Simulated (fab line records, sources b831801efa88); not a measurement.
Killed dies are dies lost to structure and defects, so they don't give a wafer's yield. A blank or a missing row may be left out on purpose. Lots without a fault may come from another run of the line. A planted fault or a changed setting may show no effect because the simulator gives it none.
A struck lot beside a sound one | flow sky130 | 27 steps out of a route of 708
Sound: wafers L282.3, L282.4, L282.6. Struck: wafers L285.2, L285.3, L285.4. The cause comes at the end.
At each step with rows: each side's tool, then ch and its chambers, then its first start. Under that, the readings that differ: sound wafers | struck wafers | difference of the means | sigmas: that difference in standard deviations of wafers without a fault.
alike: readings whose means differ by less than 2 such deviations, and words and numbers that are the same on both sides. not compared: withheld readings, readings that some wafer has no value for, bounds like >300 that may hide the same value, and numbers for which the record gives no deviation and whose values overlap.
The two part at a step that has a row with sigmas, a row that says differs or no value, or rows on one side only. Numbers that don't overlap but have no deviation are shown without sigmas and don't part them. A reading that every wafer of one side lacks parts them only if that side has two wafers or more.

first, 3 steps without rows for these wafers: SKY_LDD_N_EXPOSE_04 (exposes mask NTM, target cd 840 nm); SKY_LDD_N_PEB_05; SKY_LDD_N_DEVELOP_06 (develop time 60 s).
SKY_LDD_N_OVL_MEAS_07:
  sound on overlay-02, day 24 03:50; struck on overlay-02, day 24 14:10
  alike: LDD_N_OVL
then, 8 steps without rows for these wafers: SKY_LDD_N_IMPLANT_08; SKY_LDD_N_IMPLANT_09; SKY_LDD_N_IMPLANT_10; SKY_LDD_N_IMPLANT_11; SKY_LDD_N_IMPLANT_12; SKY_LDD_N_IMPLANT_13; SKY_LDD_N_IMPLANT_14; SKY_LDD_N_IMPLANT_15.
SKY_LDD_N_STRIP_16: strips in O2/N2.
  sound on plasma_asher-04 ch 0,1, day 24 05:06; struck on plasma_asher-02 ch 0,1, day 24 15:23
  no value came back on the struck wafers for any of 5 readings (chamber_pressure_mTorr (mTorr), drypump_motor_current_A (A) and others); on the sound wafers chamber_pressure_mTorr (mTorr) reads 1500 1499 1500
  reading                                    | sound | struck          | difference | sigmas
  model.NOVOLAK_of_LDD_N_COAT_02.thk_nm (nm) | 0 0 0 | 299.4 299.8 300 | +299.7     |
  not compared: rf_hours_counter_h
SKY_LDD_N_TW_MEAS_17:
  sound on film_metro-04, day 24 05:11; struck on film_metro-03, day 24 15:30
  alike: LDD_N_TW
then, 7 steps without rows for these wafers: SKY_LDD_P_DEHYDRATE_00 (time 60 s); SKY_LDD_P_HMDS_01 (prime time 60 s); SKY_LDD_P_COAT_02 (resist thk 1140 nm); SKY_LDD_P_SOFTBAKE_03 (time 60 s); SKY_LDD_P_EXPOSE_04 (exposes mask PSDM, target cd 380 nm); SKY_LDD_P_PEB_05; SKY_LDD_P_DEVELOP_06 (develop time 60 s).
SKY_LDD_P_CD_MEAS_07: target cd 380 nm.
  sound on cd_sem-02, day 25 10:37; struck on cd_sem-02, day 25 20:54
  alike: cd_nm
SKY_LDD_P_OVL_MEAS_08:
  sound on overlay-02, day 25 10:42; struck on overlay-02, day 25 21:02
  alike: LDD_P_OVL
then, 1 step without rows for these wafers: SKY_LDD_P_IMPLANT_09.
SKY_LDD_P_STRIP_10: strips in O2/N2.
  sound on plasma_asher-03 ch 0,1, day 25 10:55; struck on plasma_asher-02 ch 0,1, day 25 21:17
  reading                      | sound             | struck            | difference | sigmas
  strip_time_to_endpoint_s (s) | 14.22 14.24 14.19 | 18.73 18.69 18.72 | +4.50      | +99 or more
  alike: chamber_pressure_mTorr, drypump_motor_current_A, oes_product_au
  not compared: rf_hours_counter_h
SKY_LDD_P_TW_MEAS_11:
  sound on film_metro-03, day 25 11:00; struck on film_metro-02, day 25 21:23
  reading  | sound       | struck   | difference | sigmas
  LDD_P_TW | 643 637 641 | 30 30 30 | -610       | -94
then, 1 step without rows for these wafers: SKY_LDD_HVN_DEHYDRATE_00 (time 60 s).

WHERE THEY PART
First at SKY_LDD_N_STRIP_16; last, within this record, at SKY_LDD_P_TW_MEAS_11.

WHY: what the simulator had put in
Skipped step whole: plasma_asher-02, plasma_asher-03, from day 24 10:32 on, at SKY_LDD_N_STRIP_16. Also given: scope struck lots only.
